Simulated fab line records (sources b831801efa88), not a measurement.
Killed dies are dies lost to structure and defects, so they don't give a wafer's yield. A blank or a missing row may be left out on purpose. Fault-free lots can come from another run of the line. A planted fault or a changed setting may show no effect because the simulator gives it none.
Which of the tools did it? + flow sky130 + Sampling: 12 lots, 36 wafers, 5 of 708 route steps

## WHAT EACH GAUGE READ, for each wafer
SKY_FIELD_ISO_BOW_MEAS_00. Usual: INCOMING_BOW typically reads 0 um, with standard deviation 6.6.
| lot  | measured    | on            | INCOMING_BOW (um) | flag |
|------|-------------|---------------|-------------------|------|
| L797 | day 1 10:01 | film-metro-03 | -3 -4 -7          |      |
| L798 | day 1 15:01 | film-metro-04 | -6 1 -1           |      |
| L799 | day 1 20:00 | film-metro-03 | 5 14 -9           |      |
| L802 | day 2 11:00 | film-metro-02 | 13 -6 3           |      |
| L803 | day 2 16:00 | film-metro-03 | -4 7 4            |      |
| L804 | day 2 21:01 | film-metro-04 | 0 7 -2            |      |
| L810 | day 4 03:01 | film-metro-04 | 1 -11 -5          |      |
| L811 | day 4 08:02 | film-metro-03 | -12 -4 1          |      |
| L812 | day 4 13:02 | film-metro-03 | 4 1 14            |      |
| L816 | day 5 09:00 | film-metro-04 | -3 7 -3           |      |
| L818 | day 5 19:04 | film-metro-03 | 3 4 5             |      |
| L820 | day 6 05:00 | film-metro-02 | 3 -5 -11          |      |

SKY_DNWELL_TW_MEAS_09. Usual: DNWELL_TW typically reads 1118, with standard deviation 6.7.
| lot  | measured    | on            | DNWELL_TW      | flag |
|------|-------------|---------------|----------------|------|
| L797 | day 3 06:56 | film-metro-04 | 1120 1123 1123 |      |
| L798 | day 3 14:16 | film-metro-04 | 1132 1130 1131 |      |
| L799 | day 3 19:29 | film-metro-04 | 1123 1120 1118 |      |
| L802 | day 4 08:46 | film-metro-04 | 1123 1122 1117 |      |
| L803 | day 4 15:16 | film-metro-02 | 1121 1120 1119 |      |
| L804 | day 4 22:26 | film-metro-02 | 1123 1114 1122 |      |
| L810 | day 6 01:29 | film-metro-04 | 1116 1118 1117 |      |
| L811 | day 6 07:36 | film-metro-02 | 1171 1170 1172 | OFF  |
| L812 | day 6 14:17 | film-metro-02 | 1175 1165 1165 | OFF  |
| L816 | day 7 10:22 | film-metro-02 | 1100 1113 1103 |      |
| L818 | day 7 21:56 | film-metro-01 | 1124 1116 1117 |      |
| L820 | day 8 16:19 | film-metro-02 | 1116 1121 1112 |      |

SKY_LDD_N_TW_MEAS_17. Usual: LDD_N_TW typically reads 2564, with standard deviation 25.
| lot  | measured     | on            | LDD_N_TW       | flag |
|------|--------------|---------------|----------------|------|
| L797 | day 17 16:47 | film-metro-03 | 2551 2566 2549 |      |
| L798 | day 18 08:45 | film-metro-03 | 2525 2531 2533 |      |
| L799 | day 18 19:41 | film-metro-03 | 2533 2541 2539 |      |
| L802 | day 20 01:47 | film-metro-03 | 2548 2569 2554 |      |
| L803 | day 20 10:35 | film-metro-02 | 2587 2607 2595 |      |
| L804 | day 20 22:28 | film-metro-03 | 2553 2553 2544 |      |
| L810 | day 22 20:45 | film-metro-03 | 2528 2531 2534 |      |
| L811 | day 23 04:35 | film-metro-03 | 2521 2522 2522 |      |
| L812 | day 23 17:40 | film-metro-03 | 2550 2533 2537 |      |
| L816 | day 24 19:12 | film-metro-03 | 2551 2540 2527 |      |
| L818 | day 25 22:27 | film-metro-04 | 2586 2576 2579 |      |
| L820 | day 26 15:19 | film-metro-04 | 2597 2574 2578 |      |

## EACH LOT AND THE TOOL THAT RAN IT (in order: tool; ch and the chambers of the sampled wafers; start)
| lot  | SKY_DNWELL_IMPLANT_07          | SKY_SONOS_ONO_STRIP_17               |
|------|--------------------------------|--------------------------------------|
| L797 | implanter-01 ch 0, day 3 06:43 | plasma-asher-02 ch 0,1, day 12 14:53 |
| L798 | implanter-04 ch 0, day 3 14:02 | plasma-asher-04 ch 0,1, day 13 03:58 |
| L799 | implanter-04 ch 0, day 3 19:14 | plasma-asher-04 ch 0,1, day 13 17:50 |
| L802 | implanter-02 ch 0, day 4 08:31 | plasma-asher-03 ch 0,1, day 14 13:29 |
| L803 | implanter-01 ch 0, day 4 15:01 | plasma-asher-04 ch 0, day 15 00:06   |
| L804 | implanter-01 ch 0, day 4 22:13 | plasma-asher-03 ch 0,1, day 15 09:41 |
| L810 | implanter-01 ch 0, day 6 01:16 | plasma-asher-02 ch 0,1, day 17 05:38 |
| L811 | implanter-04 ch 0, day 6 07:23 | plasma-asher-03 ch 0,1, day 17 11:10 |
| L812 | implanter-04 ch 0, day 6 14:04 | plasma-asher-04 ch 0,1, day 17 23:55 |
| L816 | implanter-01 ch 0, day 7 10:07 | plasma-asher-02 ch 0,1, day 19 06:14 |
| L818 | implanter-01 ch 0, day 7 21:44 | plasma-asher-02 ch 0,1, day 20 04:18 |
| L820 | implanter-01 ch 0, day 8 16:04 | plasma-asher-03 ch 0,1, day 21 04:40 |
- SKY_DNWELL_IMPLANT_07
- SKY_SONOS_ONO_STRIP_17: strips in O2/N2.

## AS READ BY THE TOOLS THEMSELVES (means over the sampled wafers that have a number; for cases with no such wafer, the mark the record gives instead)
SKY_SONOS_ONO_STRIP_17. Usual: chamber-pressure-mTorr 1500.0 mTorr, standard deviation 1.3; drypump-motor-current-A 5.4 A, standard deviation 0.54; n2-flow-sccm 300.1 sccm, standard deviation 0.83; oes-product-au 0.710 a.u., standard deviation 0.0045; strip-time-to-endpoint-s 14.090 s, standard deviation 0.029.
| lot  | tool            | chamber-pressure-mTorr (mTorr) | drypump-motor-current-A (A) | n2-flow-sccm (sccm) | oes-product-au (a.u.) | strip-time-to-endpoint-s (s) | flag |
|------|-----------------|--------------------------------|-----------------------------|---------------------|-----------------------|------------------------------|------|
| L797 | plasma-asher-02 | 1500.6                         | 5.6                         | 300.0               | 0.712                 | 14.081                       |      |
| L798 | plasma-asher-04 | 1502.4                         | 5.3                         | 299.4               | 0.711                 | 14.093                       |      |
| L799 | plasma-asher-04 | 1500.2                         | 5.3                         | 299.3               | 0.707                 | 14.086                       |      |
| L802 | plasma-asher-03 | 1501.0                         | 5.4                         | 300.4               | 0.706                 | 14.077                       |      |
| L803 | plasma-asher-04 | 1500.1                         | 6.2                         | 301.2               | 0.705                 | 14.116                       |      |
| L804 | plasma-asher-03 | 1501.9                         | 5.2                         | 299.9               | 0.711                 | 14.093                       |      |
| L810 | plasma-asher-02 | 1500.2                         | 5.3                         | 300.8               | 0.711                 | 14.080                       |      |
| L811 | plasma-asher-03 | 1500.3                         | 5.4                         | 299.4               | 0.708                 | 14.087                       |      |
| L812 | plasma-asher-04 | 1498.2                         | 5.3                         | 298.9               | 0.707                 | 14.067                       |      |
| L816 | plasma-asher-02 | 1500.2                         | 5.6                         | 300.5               | 0.712                 | 14.113                       |      |
| L818 | plasma-asher-02 | 1500.1                         | 5.5                         | 299.5               | 0.711                 | 14.095                       |      |
| L820 | plasma-asher-03 | 1499.7                         | 5.4                         | 299.8               | 0.713                 | 14.080                       |      |

## THE ANSWER, worked out from the rows above alone
Rule: a lot counts as off when the mean over its wafers that have a number is more than 3 standard deviations away from the usual mean. Also off: a lot with no number at a reading for which 4 or more lots have one. The other lots that the step has rows for count as sound. First the gauges in route order, then the tools' own readings, where a lot's mean is used as printed above. The first step at which some lot is off is used, and at that step the reading that is off furthest; a lot without a number counts as furthest.
Off: at SKY_DNWELL_TW_MEAS_09 (DNWELL_TW), L811, L812.
If a tool, at a process step before that reading, ran all the lots that are off and no sound lot after the first of them, it fits. The gauges at SKY_DNWELL_TW_MEAS_09 are tried like those tools. One fits: implanter-04 at SKY_DNWELL_IMPLANT_07. Its last sound lot is L799 (day 3 19:14), its first lot that is off L811 (day 6 07:23): a fault that began between those two fits.

## WHAT THE SIMULATOR HAD INSERTED
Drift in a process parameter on implanter-04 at SKY_DNWELL_IMPLANT_07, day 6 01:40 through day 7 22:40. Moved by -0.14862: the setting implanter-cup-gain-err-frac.
Shown lots that were struck: L811, L812. The rule above reached the same finding.
